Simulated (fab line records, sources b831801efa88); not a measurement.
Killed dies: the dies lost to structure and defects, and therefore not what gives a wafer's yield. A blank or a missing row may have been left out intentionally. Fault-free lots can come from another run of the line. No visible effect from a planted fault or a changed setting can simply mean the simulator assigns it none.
Struck lot and sound lot, side by side / flow sky130 / 15 out of 708 route steps
Sound: wafers L623.1, L623.2, L623.3. Wafers struck: L629.2, L629.4, L629.6. Last of all comes the cause.
Each step with rows lists, per side, the tool, then ch with its chambers, then its first start. Under that, the readings that differ: sound wafers / struck wafers / difference of the means / sigmas: that difference in standard deviations of wafers without a fault.
alike: readings with means less than 2 such deviations apart, plus words and numbers identical on both sides. not compared: withheld readings, readings lacking a value on some wafer, bounds such as >300 that could conceal the same value, and numbers that have no deviation in the record and whose values overlap.
Wherever a step has rows on one side only, a row that says differs or no value, or a row with sigmas, the two part there. Numbers that don't overlap but have no deviation are shown without sigmas and don't part them. Lack of a reading on every wafer of one side parts them only where that side has two or more wafers.

first, 5 steps without rows for these wafers: SKY_LDD_HVP_COAT_02 (resist thk 300 nm); SKY_LDD_HVP_SOFTBAKE_03 (time 60 s); SKY_LDD_HVP_EXPOSE_04 (exposes mask HVPTM, target cd 700 nm); SKY_LDD_HVP_PEB_05; SKY_LDD_HVP_DEVELOP_06 (develop time 60 s).
SKY_LDD_HVP_OVL_MEAS_07:
  sound on overlay-02 at day 23 04:38; struck on overlay-02 at day 25 12:48
  alike: LDD_HVP_OVL
next, for these wafers, 1 step has no rows: SKY_LDD_HVP_IMPLANT_08.
SKY_LDD_HVP_STRIP_09: strips in O2/N2.
  sound on plasma asher-04 ch 0,1, day 23 04:49; struck on plasma asher-03 ch 0,1, day 25 12:59
  alike: drypump motor current A, oes product au, strip time to endpoint s
  not compared: rf hours counter h
SKY_LDD_HVP_TW_MEAS_10:
  sound on film metro-01 at day 23 04:55; struck on film metro-01 at day 25 13:05
  alike: LDD_HVP_TW
then, 3 steps without rows for these wafers: SKY_LDD_LDN_DEHYDRATE_00 (time 60 s); SKY_LDD_LDN_HMDS_01 (prime time 60 s); SKY_LDD_LDN_COAT_02 (resist thk 1140 nm).
SKY_LDD_LDN_SOFTBAKE_03: time 60 s.
  sound on litho track-01 ch 0, day 23 20:02; struck on litho track-04 ch 0, day 26 03:53
reading=heater power total W (W); sound=56.58 56.48 56.59; struck=55.76 55.72 55.63; difference=-0.85; sigmas=-17
reading=plate temp C (C); sound=90.14 89.97 90.15; struck=89.03 88.97 89.04; difference=-1.07; sigmas=-9
  alike: exhaust pa
then, 1 step without rows for these wafers: SKY_LDD_LDN_EXPOSE_04 (exposes mask LDNTM, target cd 700 nm).
-- here the record skips 22 days between the struck wafers' starts before and after, leaving off in module LDD_LDN and picking up in module PAD_OPEN (first step shown: number 708 of the route) --
SKY_PAD_OPEN_PROBE_99:
  record: rows for the struck wafers here (prober-02, day 48 13:19), none for the sound ones

## WHERE THEY PART
First at SKY_LDD_LDN_SOFTBAKE_03; last, within this record, at SKY_PAD_OPEN_PROBE_99.

WHY: whatever the simulator had introduced
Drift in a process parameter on litho track-04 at SKY_LDD_LDN_SOFTBAKE_03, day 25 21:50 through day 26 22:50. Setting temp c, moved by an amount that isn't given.
